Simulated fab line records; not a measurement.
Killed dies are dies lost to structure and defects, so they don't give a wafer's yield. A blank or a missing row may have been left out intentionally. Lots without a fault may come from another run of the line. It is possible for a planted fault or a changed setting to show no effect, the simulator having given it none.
fab line records	flow sky130
[record] lots = 5	wafers = 14	lastDay = 50
route steps=708 shown RES_PROTECT@214 POLY_GATE@217 PAD_OPEN@708
lots with no fault: from the same line, run without faults
startH: the number of hours between the record's first day and the start of the first shown wafer of the lot	waitH: how many hours have passed since the lot's step before this one	" unchanged from the row above	L1.1+2: several wafers, shown together as one row	- no value present, or no start provided	* or withheld: withheld	< > ~ a bound
route shown NAME@n: a module of which the file shows steps, and the number in the route of the first	usual: mean/standard deviation of fault-free wafers	same: alike in all rows	chamber/n: place in a boat	sites: the reading at each site	_std_site: standard deviation across them	_edge_site: outer sites' mean less inner sites'	radiusMm: how far each site lies from the wafer's centre	mask NAME#n: copy n	behind: the most recent tool/chamber to have shaped the wafer	hold: why the lot was held/for how many hours/how that ended	device: which transistor (n, p or np) failed to switch	end of line: the route-end tests of the same wafers	a step without rows: its recipe alone	killed: the dies lost at the first sort to structure and to defects; this is not the yield of the wafer	map: per-die view of a wafer (x killed, . not killed, _ where there is no die)
set.NAME: setting as actually run; set.NAME@STEP: the setting as run at that earlier step	model.NAME: the simulator's own value behind a step, which no gauge read
lots seen at some steps along the route; tables by step, rows by wafer
services: when a tool's chamber went out of use (startH, in hours from the record's first day, below 0 if earlier), for how many hours, and the reason
[[steps]]
[step SKY_RES_PROTECT_STRIP_07]
[recipe] chemistry = O2/N2	powerW = 1400	pressureMtorr = 1500	platenTempC = withheld	o2FlowSccm = 3000	n2FlowSccm = 300	overashFraction = 0.5
[usual] drypumpMotorCurrentA = 6.0/0.59	oesProductAu = 0.517/0.0043	stripTimeToEndpointS = 23.29/0.055
lot.wafer	tool	chamber	startH	waitH	drypumpMotorCurrentA	oesProductAu	rfHoursCounterH	stripTimeToEndpointS
L132.2	plasmaAsher-03	1	333.65	0.1	6.6	0.516	66	23.36
L132.3	"	1	"	"	6.6	0.513	-	23.32
L132.4	"	0	"	"	6.1	0.527	-	23.35
L136.3	plasmaAsher-01	1	371.38	0.1	5.0	0.521	-	23.28
L136.4	"	0	"	"	6.5	0.512	-	23.24
L136.5	"	0	"	"	6.6	0.512	-	23.30
L145.5	plasmaAsher-02	1	463.01	0.1	6.2	0.511	-	23.32
L145.6	"	0	"	"	5.9	0.521	-	23.29
L151.1	plasmaAsher-03	0	508.65	0.1	6.1	0.528	8	23.24
L151.4	"	0	"	"	6.0	0.520	-	23.25
L151.5	"	0	"	"	6.0	0.520	-	23.31
L153.2	plasmaAsher-02	0	525.86	0.1	5.9	0.518	71	23.38
L153.4	"	0	"	"	5.9	0.521	-	23.39
L153.6	"	1	"	"	6.2	0.522	-	23.33
[step SKY_RES_PROTECT_TW_MEAS_08]
[usual] POLY_GATE_TW = 4014/45
lot.wafer	tool	chamber	startH	waitH	POLY_GATE_TW
L132.2	filmMetro-02	-	333.76	0.1	3975
L132.3	"	-	"	"	3974
L132.4	"	-	"	"	3954
L136.3	filmMetro-01	-	371.47	0.1	3995
L136.4	"	-	"	"	3990
L136.5	"	-	"	"	3978
L145.5	filmMetro-04	-	463.08	0.0	4067
L145.6	"	-	"	"	4064
L151.1	filmMetro-01	-	508.75	0.1	3998
L151.4	"	-	"	"	3982
L151.5	"	-	"	"	4000
L153.2	filmMetro-04	-	525.97	0.1	4039
L153.4	"	-	"	"	4048
L153.6	"	-	"	"	4038
[step SKY_RES_PROTECT_CLEAN_09]
[recipe] chemistry = SC1/SC2	mix = 1:4:20	tempC = 70	timeS = 150	dry = n2Spin
[step SKY_POLY_GATE_CVD_03]
[recipe] material = Si3N4	precursor = DCS/NH3	targetThkNm = 75	tempC = 770	timeS = 1290	pressureMtorr = 250
[step SKY_POLY_GATE_THK_MEAS_04]
[recipe] reads = Si3N4_of_POLY_GATE_CVD_03
[usual] POLY_GATE_CVD_03_THK = 74.8/0.69
lot.wafer	tool	chamber	startH	waitH	POLY_GATE_CVD_03_THK[nm]
L132.2	filmMetro-03	-	336.45	0.0	74.6
L132.3	"	-	"	"	74.4
L132.4	"	-	"	"	74.2
L136.3	filmMetro-03	-	372.94	0.0	73.5
L136.4	"	-	"	"	73.9
L136.5	"	-	"	"	74.6
L145.5	filmMetro-03	-	465.68	0.0	75.3
L145.6	"	-	"	"	75.3
L151.1	filmMetro-03	-	511.20	0.0	74.0
L151.4	"	-	"	"	74.4
L151.5	"	-	"	"	74.4
L153.2	filmMetro-04	-	527.44	0.0	74.9
L153.4	"	-	"	"	73.9
L153.6	"	-	"	"	74.5
[step SKY_POLY_GATE_DEHYDRATE_05]
[recipe] tempC = 200	timeS = 60
[step SKY_POLY_GATE_HMDS_06]
[recipe] primeTimeS = 60	primeTempC = 120
[step SKY_POLY_GATE_COAT_07]
[recipe] resist = BARC	tempC = withheld	timeS = withheld	spinRpm = 3000	resistThkNm = 110
[step SKY_POLY_GATE_COAT_08]
[recipe] resist = KrF-thick	spinRpm = 3000	resistThkNm = 450
[step SKY_POLY_GATE_SOFTBAKE_09]
[recipe] tempC = 100	timeS = 90	resist = KrF-thick
[step SKY_POLY_GATE_EXPOSE_10]
[recipe] maskId = P1M	na = 0.68	sourceShape = conventional	sigmaOuter = 0.6	targetCdNm = 150	doseMj = 28
[step SKY_POLY_GATE_PEB_11]
[recipe] pebTempC = withheld	pebTimeS = withheld	resist = KrF-thick
[step SKY_POLY_GATE_DEVELOP_12]
[recipe] developTimeS = 60	resist = KrF-thick	devTempC = 21
lot.wafer	tool	chamber	startH	waitH
L132.2+3+4	lithoTrack-01	0	363	-
L136.3+4+5	lithoTrack-02	0	402	-
L145.5+6	lithoTrack-02	0	496	-
L151.1+4+5	lithoTrack-01	0	540	-
L153.2+4+6	lithoTrack-01	0	557	-
[step SKY_POLY_GATE_CD_MEAS_13]
[recipe] targetCdNm = 150
[usual] cdNm = 150.3/1.2
lot.wafer	tool	chamber	startH	waitH	cdNm
L132.2	cdSem-02	-	363.71	-	150.6
L132.3	"	-	"	"	149.5
L132.4	"	-	"	"	150.2
L136.3	cdSem-02	-	402.15	-	148.6
L136.4	"	-	"	"	149.4
L136.5	"	-	"	"	148.8
L145.5	cdSem-02	-	496.89	-	147.6
L145.6	"	-	"	"	147.5
L151.1	cdSem-01	-	540.94	-	150.0
L151.4	"	-	"	"	149.5
L151.5	"	-	"	"	147.9
L153.2	cdSem-02	-	557.76	-	149.7
L153.4	"	-	"	"	149.2
L153.6	"	-	"	"	149.1
[step SKY_POLY_GATE_OVL_MEAS_14]
[usual] POLY_GATE_OVL = 1/5.7
lot.wafer	tool	chamber	startH	waitH	POLY_GATE_OVL[nm]
L132.2	overlay-01	-	363.82	0.1	2
L132.3	"	-	"	"	-7
L132.4	"	-	"	"	1
L136.3	overlay-02	-	402.24	0.1	6
L136.4	"	-	"	"	5
L136.5	"	-	"	"	2
L145.5	overlay-01	-	496.95	0.0	6
L145.6	"	-	"	"	0
L151.1	overlay-02	-	541.06	0.1	-2
L151.4	"	-	"	"	-3
L151.5	"	-	"	"	-3
L153.2	overlay-01	-	557.87	0.1	9
L153.4	"	-	"	"	3
L153.6	"	-	"	"	11
[step SKY_POLY_GATE_ETCH_15]
[recipe] chemistry = N2/H2	target = BARC	ionEnergyEv = 200	sourceW = 500	biasW = 100	pressureMtorr = 30	n2FlowSccm = 100	h2FlowSccm = 200	stopOn = SiO2	timeS = 118.5	targetDepthA = 1100
[usual] biasW = 100.00/0.29	drypumpMotorCurrentA = 5.9/0.46	oesProductAu = 0.716/0.005	throttleValvePct = 13.213/0.0093
lot.wafer	tool	chamber	startH	waitH	biasW	drypumpMotorCurrentA	oesProductAu	rfHoursCounterH	throttleValvePct	model.POLY_GATE.cdNm
L132.2	rieDiel-03	1	363.85	0.0	100.23	6.6	0.721	86	13.209	151.1
L132.3	"	3	"	"	100.38	5.4	0.711	4	13.205	150.7
L132.4	"	0	"	"	99.77	6.5	0.717	71	13.204	150
L136.3	rieDiel-03	1	402.27	0.0	99.58	6.6	0.720	87	13.205	151.1
L136.4	"	2	"	"	99.82	5.6	0.721	3	13.220	149.6
L136.5	"	2	"	"	99.65	5.6	0.720	-	13.208	150.2
L145.5	rieDiel-04	1	497.01	0.0	99.70	5.7	0.717	-	13.198	147.1
L145.6	"	0	"	"	100.14	6.0	0.720	-	13.214	145.9
L151.1	rieDiel-03	3	541.10	0.0	100.24	5.4	0.711	7	13.215	150.5
L151.4	"	1	"	"	100.18	6.6	0.716	0	13.212	150.6
L151.5	"	2	"	"	100.39	5.6	0.709	-	13.211	146.8
L153.2	rieDiel-02	2	557.90	0.0	100.03	5.9	0.713	1	13.199	150
L153.4	"	0	"	"	99.65	5.7	0.713	26	13.210	148.1
L153.6	"	0	"	"	99.69	5.7	0.719	-	13.204	149
[step SKY_POLY_GATE_ETCH_16]
[recipe] stopOn = poly-Si	chemistry = CH3F/O2	target = Si3N4	sourceW = 400	biasW = 80	pressureMtorr = 25	ch3fFlowSccm = 40	O2_flow_sccm = 30	timeS = 147.5	targetDepthA = 750
[usual] biasW = 80.00/0.23	drypumpMotorCurrentA = 5.9/0.46	oesProductAu = 0.640/0.0055	throttleValvePct = 10.534/0.0099
lot.wafer	tool	chamber	startH	waitH	biasW	drypumpMotorCurrentA	oesProductAu	rfHoursCounterH	throttleValvePct
L132.2	rieDiel-03	1	363.93	0.0	79.94	6.6	0.639	86	10.526
L132.3	"	3	"	"	79.94	5.4	0.646	4	10.530
L132.4	"	0	"	"	79.88	6.6	0.646	71	10.557
L136.3	rieDiel-03	1	402.35	0.0	79.88	6.5	0.638	87	10.528
L136.4	"	2	"	"	80.05	5.6	0.636	3	10.538
L136.5	"	2	"	"	79.90	5.6	0.639	-	10.550
L145.5	rieDiel-04	1	497.10	0.0	79.74	5.7	0.645	-	10.533
L145.6	"	0	"	"	79.92	6.1	0.644	-	10.519
L151.1	rieDiel-03	3	541.18	0.0	79.62	5.4	0.637	7	10.516
L151.4	"	1	"	"	79.81	6.6	0.632	0	10.527
L151.5	"	2	"	"	80.34	5.6	0.635	-	10.510
L153.2	rieDiel-02	2	557.98	0.0	80.06	5.9	0.644	1	10.543
L153.4	"	0	"	"	79.50	5.7	0.638	27	10.533
L153.6	"	0	"	"	79.89	5.7	0.647	-	10.537
[step SKY_POLY_GATE_ETCH_17]
[recipe] targetDepthNm = 180	stopOn = SiO2	overEtchFrac = 0.56667	chemistry = HBr/Cl2	target = poly-Si	icpW = 400	biasW = 100	pressureMtorr = 10	HBr_flow_sccm = 150	Cl2_flow_sccm = 50	timeS = 70.5
[usual] HBr_flow_sccm = 150.1/0.45	biasW = 99.99/0.28	drypumpMotorCurrentA = 5.7/0.31	heBacksideLeakSccm = 2.8/0.35	oesProductAu = 0.983/0.0052	throttleValvePct = 33.684/0.0089
lot.wafer	tool	chamber	startH	waitH	HBr_flow_sccm	biasW	drypumpMotorCurrentA	heBacksideLeakSccm	oesProductAu	rfHoursCounterH	throttleValvePct	model.POLY_GATE.cdNm
L132.2	rieSi-01	1	364.03	0.0	150.2	100.37	5.6	2.4	0.986	4	33.689	150
L132.3	"	0	"	"	150.1	99.86	5.5	2.9	0.981	3	33.676	149.7
L132.4	"	3	"	"	150.4	100.20	5.8	3.0	0.985	1	33.677	150.1
L136.3	rieSi-02	3	402.45	0.0	150.2	99.80	5.2	2.6	0.986	6	33.688	150.8
L136.4	"	2	"	"	149.9	99.59	6.3	2.8	0.985	1	33.673	150.3
L136.5	"	0	"	"	149.7	99.99	5.9	3.1	0.981	-	33.687	149.7
L145.5	rieSi-01	2	497.18	0.0	150.4	100.04	5.7	2.8	0.980	-	33.674	147.1
L145.6	"	3	"	"	150.2	99.60	5.7	3.2	0.973	-	33.690	147.6
L151.1	rieSi-02	2	541.28	0.0	150.4	100.26	6.3	2.6	0.982	2	33.685	151.3
L151.4	"	0	"	"	150.5	100.14	5.9	2.8	0.980	0	33.692	150.6
L151.5	"	3	"	"	149.1	99.69	5.2	2.8	0.974	-	33.682	147.4
L153.2	rieSi-02	3	558.08	0.0	149.5	99.94	5.2	5.0	0.982	7	33.699	149.5
L153.4	"	1	"	"	149.8	100.08	5.9	2.5	0.982	3	33.683	147.9
L153.6	"	1	"	"	149.4	99.95	5.8	2.6	0.976	-	33.684	148
[step SKY_POLY_GATE_STRIP_18]
[recipe] chemistry = O2/N2	powerW = 1400	pressureMtorr = 1500	platenTempC = withheld	o2FlowSccm = 3000	n2FlowSccm = 300	overashFraction = 0.5
[usual] drypumpMotorCurrentA = 5.8/0.42	oesProductAu = 0.362/0.0047	stripTimeToEndpointS = 3.19/0.031
lot.wafer	tool	chamber	startH	waitH	drypumpMotorCurrentA	oesProductAu	rfHoursCounterH	stripTimeToEndpointS
L132.2	plasmaAsher-01	1	364.08	0.0	4.9	0.356	24	3.18
L132.3	"	0	"	"	6.6	0.360	-	3.20
L132.4	"	1	"	"	5.0	0.358	-	3.16
L136.3	plasmaAsher-02	0	402.54	0.1	5.9	0.359	-	3.20
L136.4	"	1	"	"	6.2	0.365	-	3.19
L136.5	"	0	"	"	5.9	0.365	-	3.21
L145.5	plasmaAsher-02	0	497.27	0.1	5.9	0.363	-	3.20
L145.6	"	1	"	"	6.2	0.359	-	3.21
L151.1	plasmaAsher-02	1	541.33	0.0	6.2	0.358	72	3.24
L151.4	"	0	"	"	5.9	0.360	-	3.24
L151.5	"	0	"	"	5.9	0.355	-	3.26
L153.2	plasmaAsher-04	0	558.13	0.0	5.3	0.364	86	3.14
L153.4	"	0	"	"	5.3	0.360	-	3.18
L153.6	"	1	"	"	5.4	0.361	-	3.19
[step SKY_PAD_OPEN_PROBE_99]
[usual] killed_at_M0_to_M3 = 45/7.3	killed_at_M4_up = 3.1/1.7	killedAtContacts = 25/5.1	killedAtFrontEnd = 15/4.5	killedAtOther = 0.3/0.56	killedDies = 88/9.4	killedOpen = 47/6.6	killedShort = 40/6.9
[same] grossDies = 492	killedAtBackSide = 0
lot.wafer	tool	chamber	startH	waitH	killed_at_M0_to_M3	killed_at_M4_up	killedAtContacts	killedAtFrontEnd	killedAtOther	killedDies	killedOpen	killedShort	model.etest.resPoly.lineOhmUm	model.etest.resXhighPo.widthNm	model.etest.resPoly.widthNm	model.etest.resHighPo.widthNm	model.etest.ring_1v8.delayPs
L132.2	prober-02	-	1068.66	0.1	59	4	31	9	0	103	63	40	513.6	350	94.12	348.2	21.45
L132.3	prober-02	-	1068.71	0.2	38	5	18	10	0	71	38	32	509.6	349.7	93.31	348.7	21.48
L132.4	prober-02	-	1068.76	0.2	37	4	19	13	2	75	38	35	513.4	350	94.02	350.4	21.29
L136.3	prober-02	-	1095.12	0.2	36	1	21	18	0	76	39	37	511.8	348.4	95.01	349.1	21.62
L136.4	prober-02	-	1095.17	0.2	52	1	29	8	0	90	56	34	514.1	349.4	94	351.4	21.53
L136.5	prober-02	-	1095.22	0.2	49	3	26	10	0	88	43	45	516.9	348.8	94.28	349.9	21.48
L145.5	prober-01	-	1158.05	0.2	51	1	20	15	0	87	52	35	540.8	349.9	90.85	345.6	20.66
L145.6	prober-01	-	1158.10	0.2	43	0	25	12	0	80	43	37	538.3	344.9	91.37	346.3	20.94
L151.1	prober-02	-	1181.17	0.1	40	5	25	18	0	88	49	39	516	351.1	95.61	351.7	21.55
L151.4	prober-02	-	1181.32	0.2	41	4	20	8	1	74	44	30	511.8	350.9	94.85	349.9	21.14
L151.5	prober-02	-	1181.37	0.2	53	1	25	9	0	88	44	43	531.1	347.8	90.89	347.2	20.44
L153.2	prober-02	-	1189.85	0.1	45	4	28	17	0	94	59	35	518.2	348	93.22	346.5	20.56
L153.4	prober-02	-	1189.95	0.2	41	3	28	19	0	91	45	46	534.5	347.7	92.02	346.8	20.8
L153.6	prober-02	-	1190.05	0.2	47	3	29	21	0	100	59	41	521.9	346.9	91.62	348.2	20.44
// killed by level:class
L132.2 CONTACT:geometricParticle:open=13 VIA2:geometricParticle:open=13 VIA1:geometricParticle:open=12 LI_CONTACT:geometricParticle:open=8 VIA3:geometricParticle:open=8 METAL1:geometricParticle:short=6 VIA3:geometricParticle:short=5 METAL2:geometricParticle:short=5
L132.3 LI_CONTACT:geometricParticle:open=7 VIA1:geometricParticle:open=7 VIA2:geometricParticle:open=6 CONTACT:geometricParticle:open=5 VIA1:geometricParticle:short=4 METAL1:geometricParticle:short=4 VIA2:geometricParticle:short=4 VIA3:geometricParticle:open=4
L132.4 VIA1:geometricParticle:open=9 VIA2:geometricParticle:open=8 CONTACT:geometricParticle:open=6 LI_CONTACT:geometricParticle:short=5 POLY_GATE:geometricParticle:open=4 METAL2:geometricParticle:short=4 FIELD_ISO:geometricParticle:short=3 POLY_GATE:geometricParticle:short=3
L136.3 VIA3:geometricParticle:open=9 CONTACT:geometricParticle:open=8 FIELD_ISO:geometricParticle:short=7 METAL2:geometricParticle:short=6 LI_CONTACT:geometricParticle:open=5 CONTACT:geometricParticle:short=5 METAL1:geometricParticle:short=4 POLY_GATE:geometricParticle:short=3
L136.4 CONTACT:geometricParticle:open=12 VIA3:geometricParticle:open=12 VIA2:geometricParticle:open=8 LI_CONTACT:geometricParticle:open=7 VIA1:geometricParticle:short=7 VIA1:geometricParticle:open=6 METAL2:geometricParticle:short=5 CONTACT:geometricParticle:short=5
L136.5 CONTACT:geometricParticle:open=11 VIA1:geometricParticle:open=11 METAL2:geometricParticle:short=9 CONTACT:geometricParticle:short=7 VIA3:geometricParticle:open=7 VIA1:geometricParticle:short=6 VIA3:geometricParticle:short=6 FIELD_ISO:geometricParticle:short=4
L145.5 VIA1:geometricParticle:open=12 CONTACT:geometricParticle:open=9 VIA3:geometricParticle:open=9 VIA2:geometricParticle:open=8 METAL2:geometricParticle:short=7 VIA1:geometricParticle:short=6 FIELD_ISO:geometricParticle:short=5 FIELD_ISO:geometricParticle:open=4
L145.6 VIA1:geometricParticle:open=10 CONTACT:geometricParticle:open=9 VIA2:geometricParticle:open=7 METAL1:geometricParticle:short=7 VIA1:geometricParticle:short=6 FIELD_ISO:geometricParticle:open=5 LOCAL_INTERCONNECT:geometricParticle:short=5 LI_CONTACT:geometricParticle:open=4
L151.1 VIA1:geometricParticle:open=11 LI_CONTACT:geometricParticle:open=9 CONTACT:geometricParticle:open=9 VIA3:geometricParticle:open=8 FIELD_ISO:geometricParticle:short=6 FIELD_ISO:geometricParticle:open=5 METAL1:geometricParticle:short=5 METAL4:geometricParticle:short=5
L151.4 VIA1:geometricParticle:open=13 VIA2:geometricParticle:open=7 LI_CONTACT:geometricParticle:open=6 METAL1:geometricParticle:short=6 CONTACT:geometricParticle:short=5 CONTACT:geometricParticle:open=5 FIELD_ISO:geometricParticle:open=4 METAL2:geometricParticle:short=3
L151.5 VIA1:geometricParticle:open=13 METAL2:geometricParticle:short=9 VIA3:geometricParticle:open=9 CONTACT:geometricParticle:open=8 CONTACT:geometricParticle:short=5 METAL3:geometricParticle:short=5 METAL1:geometricParticle:short=5 POLY_GATE:geometricParticle:open=4
L153.2 VIA2:geometricParticle:open=14 CONTACT:geometricParticle:open=11 VIA1:geometricParticle:open=11 FIELD_ISO:geometricParticle:open=6 CONTACT:geometricParticle:short=6 LI_CONTACT:geometricParticle:open=6 VIA1:geometricParticle:short=6 FIELD_ISO:geometricParticle:short=5
L153.4 CONTACT:geometricParticle:open=11 FIELD_ISO:geometricParticle:short=6 METAL1:geometricParticle:short=6 LOCAL_INTERCONNECT:geometricParticle:short=6 VIA1:geometricParticle:open=6 POLY_GATE:geometricParticle:short=5 CONTACT:geometricParticle:short=5 VIA2:geometricParticle:open=5
L153.6 CONTACT:geometricParticle:open=10 VIA1:geometricParticle:open=10 VIA2:geometricParticle:open=10 VIA3:geometricParticle:open=8 FIELD_ISO:geometricParticle:open=7 FIELD_ISO:geometricParticle:short=7 LI_CONTACT:geometricParticle:open=7 CONTACT:geometricParticle:short=6
[[services]]
tool	chamber	startH	hours	kind
plasmaAsher-03	-	313.73	1.2	repair
rieSi-01	2	323.60	2.9	repair
rieSi-01	1	328.99	35.0	repair
plasmaAsher-04	-	362.96	6.6	repair
rieDiel-02	0	364.60	5.9	repair
plasmaAsher-03	-	370.19	6.8	repair
plasmaAsher-02	-	380.16	2.7	repair
rieDiel-02	1	388.87	9.0	repair
rieSi-01	3	388.89	29.9	repair
plasmaAsher-03	-	395.60	14.6	pm
rieDiel-03	2	416.59	5.8	repair
plasmaAsher-03	-	421.25	9.0	pm
plasmaAsher-01	-	421.54	2.8	pm
rieSi-01	0	429.29	2.9	repair
rieDiel-02	-	450.16	1.6	repair
rieSi-02	0	462.25	-	clean
rieDiel-04	1	480.81	5.9	repair
rieDiel-03	0	487.92	5.3	repair
rieDiel-03	1	509.48	-	clean
rieDiel-03	1	509.48	17.5	scheduledDown
rieDiel-03	1	509.48	17.5	ventCycle
rieSi-02	1	517.39	2.2	repair
rieSi-01	0	522.96	15.4	repair
rieSi-02	2	527.38	10.9	repair
[[key]]
firstSign none at tools or gauges
[modelEffect] step = SKY_POLY_GATE_ETCH_15	value = POLY_GATE.cdNm	without = 151.3	struck = 146.5
[modelEffect] step = SKY_POLY_GATE_ETCH_17	value = POLY_GATE.cdNm	without = 152.2	struck = 147.3
[modelEffect] step = SKY_PAD_OPEN_PROBE_99	value = etest.resPoly.lineOhmUm	without = 512.4	struck = 539.5
metAt SKY_POLY_GATE_DEVELOP_12
struckWafers L145.5,L145.6
testerLeftOut L145
onsetBetween 402 496
alsoFits SKY_POLY_GATE_ETCH_15:rieDiel-04
[fault] kind = processParameterDrift	tool = lithoTrack-02	chamber = -	onsetH = 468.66	steps = SKY_POLY_GATE_DEVELOP_12	channel = developTimeS	offset = *	shape = step	endH = 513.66	scope = struckWafersOnly	actsIn = *	stated = *
// testerLeftOut: of these lots the tester's yield and bins aren't shown, on N5 and GAA mostly nor the transistor test; their killed dies are dies lost to structure and defects alone, not to doping, threshold or leakage, so they don't give the yield
